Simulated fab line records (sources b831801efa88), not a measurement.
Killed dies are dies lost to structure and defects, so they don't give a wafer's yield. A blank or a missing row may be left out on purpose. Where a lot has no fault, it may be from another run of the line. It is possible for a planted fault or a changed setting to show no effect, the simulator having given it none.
The tool behind it: which one? + flow sky130 + 18 wafers from 6 lots sampled at 2 of the route's 708 steps

== WHAT THE GAUGES SHOWED, per wafer ==
SKY_VIA3_THK_MEAS_23: measures by xrf.
| lot  | measured     | on            | VIA3_W_THK (nm) |
|------|--------------|---------------|-----------------|
| L493 | day 41 07:31 | film-metro-01 | 364 364 357     |
| L495 | day 41 17:00 | film-metro-01 | 363 360 364     |
| L499 | day 42 20:41 | film-metro-03 | 379 371 370     |
| L501 | day 43 16:14 | film-metro-03 | 377 382 376     |
| L503 | day 44 09:58 | film-metro-03 | 378 378 378     |
| L512 | day 46 00:57 | film-metro-01 | 361 356 357     |

== TOOL THAT RAN EACH LOT (tool first, then ch and the chambers of the sampled wafers, then the start) ==
| lot  | SKY_VIA3_ETCH_15                   |
|------|------------------------------------|
| L493 | rie-diel-03 ch 0,1,2, day 41 06:32 |
| L495 | rie-diel-03 ch 0,1, day 41 16:01   |
| L499 | rie-diel-04 ch 1,3, day 42 19:40   |
| L501 | rie-diel-04 ch 0,1,3, day 43 15:14 |
| L503 | rie-diel-03 ch 1,3, day 44 08:58   |
| L512 | rie-diel-03 ch 1,2, day 45 23:59   |
- SKY_VIA3_ETCH_15: etches SiO2 in C4F8/O2/Ar, stops on TiN, target depth 507 nm, time 78 s.

== THE ANSWER, worked out from the rows above alone ==
Rule: what is usual is taken from the lots themselves. Put in order of their means at a reading, lots are off if they are a third of the lots or fewer, leave a main group of 4 or more, and stand apart from it by a gap of 3 or more times the standard deviation of the main group's means; of several such gaps the widest counts. Not used: any main group whose means are identical at the precision the tables above print for the reading. Also off: a lot with no number at a reading for which 4 or more lots have one. The other lots that the step has rows for count as sound.
Nothing can be told from this: no lot is off at any reading shown.

== WHAT HAD BEEN PUT IN BY THE SIMULATOR ==
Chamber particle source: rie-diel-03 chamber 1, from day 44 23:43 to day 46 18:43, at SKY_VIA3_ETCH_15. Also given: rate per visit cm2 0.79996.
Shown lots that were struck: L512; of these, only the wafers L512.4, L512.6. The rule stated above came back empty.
